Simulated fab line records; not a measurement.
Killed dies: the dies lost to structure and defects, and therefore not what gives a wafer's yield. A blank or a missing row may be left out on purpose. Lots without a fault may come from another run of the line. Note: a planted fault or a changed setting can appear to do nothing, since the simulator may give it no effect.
Check of tool commonality || flow gf180mcu || 45 wafers sampled across 12 lots

== WHY IT WAS OPENED ==
GF_PSD_RS_MEAS_14, reading NSD_RS: flagged on 3 of 12 lots. Wafers without a fault read 46.14 ohm/sq, standard deviation 0.09.
Rule: flag the lot when none of its wafers has a number, or when each of its wafers that has one lies beyond 4 standard deviations from that mean. All remaining lots are regarded as sound.

{"lot": "L539", "measured": "day 14 03:31", "on": "film-metro-02", "NSD_RS (ohm/sq), wafer by wafer": "46.16 46.21 46.21", "flag": ""}
{"lot": "L540", "measured": "day 14 12:40", "on": "film-metro-01", "NSD_RS (ohm/sq), wafer by wafer": "46.07 46.17 46.17", "flag": ""}
{"lot": "L541", "measured": "day 14 20:50", "on": "film-metro-01", "NSD_RS (ohm/sq), wafer by wafer": "46.06 46.01 46.05", "flag": ""}
{"lot": "L542", "measured": "day 15 06:02", "on": "film-metro-04", "NSD_RS (ohm/sq), wafer by wafer": "46.13 46.05 46.12", "flag": ""}
{"lot": "L544", "measured": "day 16 00:24", "on": "film-metro-04", "NSD_RS (ohm/sq), wafer by wafer": "46.09 46.17 46.14", "flag": ""}
{"lot": "L547", "measured": "day 17 04:26", "on": "film-metro-01", "NSD_RS (ohm/sq), wafer by wafer": "46.05 46.14 46.06", "flag": ""}
{"lot": "L551", "measured": "day 18 13:31", "on": "film-metro-01", "NSD_RS (ohm/sq), wafer by wafer": "45.96 46.01 46.03", "flag": ""}
{"lot": "L554", "measured": "day 19 21:38", "on": "film-metro-04", "NSD_RS (ohm/sq), wafer by wafer": "43.52 43.55 43.54 43.54 43.45 43.51", "flag": "FLAGGED"}
{"lot": "L555", "measured": "day 20 05:07", "on": "film-metro-02", "NSD_RS (ohm/sq), wafer by wafer": "43.68 43.56 43.47 43.57 43.52 43.45", "flag": "FLAGGED"}
{"lot": "L556", "measured": "day 20 11:32", "on": "film-metro-02", "NSD_RS (ohm/sq), wafer by wafer": "43.55 43.54 43.57 43.59 43.48 43.59", "flag": "FLAGGED"}
{"lot": "L559", "measured": "day 21 11:06", "on": "film-metro-04", "NSD_RS (ohm/sq), wafer by wafer": "46.19 46.00 46.10", "flag": ""}
{"lot": "L562", "measured": "day 22 05:16", "on": "film-metro-01", "NSD_RS (ohm/sq), wafer by wafer": "46.03 46.05 46.10", "flag": ""}
On average the flagged lots' numbers are 43.54 ohm/sq, which is -2.60 ohm/sq against the usual, or -29 standard deviations.

== WHICH TOOL EACH LOT WENT THROUGH ==
The record keeps 1 process step preceding the reading, out of 602 steps on the route. Read each cell as the tool, then ch plus the chambers that the sampled wafers visited, then the start.
{"lot": "L539", "flag": "", "GF_PSD_RTA_13": "rtp-anneal-02 ch 0, day 14 03:25"}
{"lot": "L540", "flag": "", "GF_PSD_RTA_13": "rtp-anneal-02 ch 0, day 14 12:34"}
{"lot": "L541", "flag": "", "GF_PSD_RTA_13": "rtp-anneal-02 ch 0, day 14 20:44"}
{"lot": "L542", "flag": "", "GF_PSD_RTA_13": "rtp-anneal-02 ch 0, day 15 05:56"}
{"lot": "L544", "flag": "", "GF_PSD_RTA_13": "rtp-anneal-01 ch 0, day 16 00:19"}
{"lot": "L547", "flag": "", "GF_PSD_RTA_13": "rtp-anneal-01 ch 0, day 17 04:22"}
{"lot": "L551", "flag": "", "GF_PSD_RTA_13": "rtp-anneal-02 ch 0, day 18 13:25"}
{"lot": "L554", "flag": "FLAGGED", "GF_PSD_RTA_13": "rtp-anneal-02 ch 0, day 19 21:32"}
{"lot": "L555", "flag": "FLAGGED", "GF_PSD_RTA_13": "rtp-anneal-02 ch 0, day 20 05:01"}
{"lot": "L556", "flag": "FLAGGED", "GF_PSD_RTA_13": "rtp-anneal-02 ch 0, day 20 11:28"}
{"lot": "L559", "flag": "", "GF_PSD_RTA_13": "rtp-anneal-01 ch 0, day 21 11:01"}
{"lot": "L562", "flag": "", "GF_PSD_RTA_13": "rtp-anneal-01 ch 0, day 22 05:10"}
These steps, and what they do:
- GF_PSD_RTA_13: time 20 s.
- GF_PSD_RS_MEAS_14: measures by four-point-probe.

== FLAGGED OVER TOTAL, TOOL BY TOOL (the gauges that took the reading come last) ==
{"step": "GF_PSD_RTA_13", "tool": "rtp-anneal-01", "lots run": 4, "flagged": 0, "share of the flagged lots": "none", "sound lots run after its first flagged lot": "-"}
{"step": "GF_PSD_RTA_13", "tool": "rtp-anneal-02", "lots run": 8, "flagged": 3, "share of the flagged lots": "all", "sound lots run after its first flagged lot": 0}
{"step": "GF_PSD_RS_MEAS_14", "tool": "film-metro-01", "lots run": 5, "flagged": 0, "share of the flagged lots": "none", "sound lots run after its first flagged lot": "-"}
{"step": "GF_PSD_RS_MEAS_14", "tool": "film-metro-02", "lots run": 3, "flagged": 2, "share of the flagged lots": "some", "sound lots run after its first flagged lot": 0}
{"step": "GF_PSD_RS_MEAS_14", "tool": "film-metro-04", "lots run": 4, "flagged": 1, "share of the flagged lots": "some", "sound lots run after its first flagged lot": "1 (L559)"}

== WHAT IS ALLOWED BY THE TABLE ==
In the table, 1 row covers all flagged lots: rtp-anneal-02 at GF_PSD_RTA_13.
- rtp-anneal-02 at GF_PSD_RTA_13: 3 of its 8 lots flagged. Its last sound lot is L551 (day 18 13:25), its first flagged lot L554 (day 19 21:32): a fault that began between those two fits. Its own readings lie more than 4 standard deviations out on every wafer of the flagged lots: run-length-s.
Left over: one tool, rtp-anneal-02 at GF_PSD_RTA_13.

== WHAT WAS PUT IN BY THE SIMULATOR ==
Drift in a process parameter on rtp-anneal-02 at GF_PSD_RTA_13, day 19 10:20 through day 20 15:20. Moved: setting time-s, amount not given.
Lots struck among those shown: L554, L555, L556. The rule given above showed the same thing.
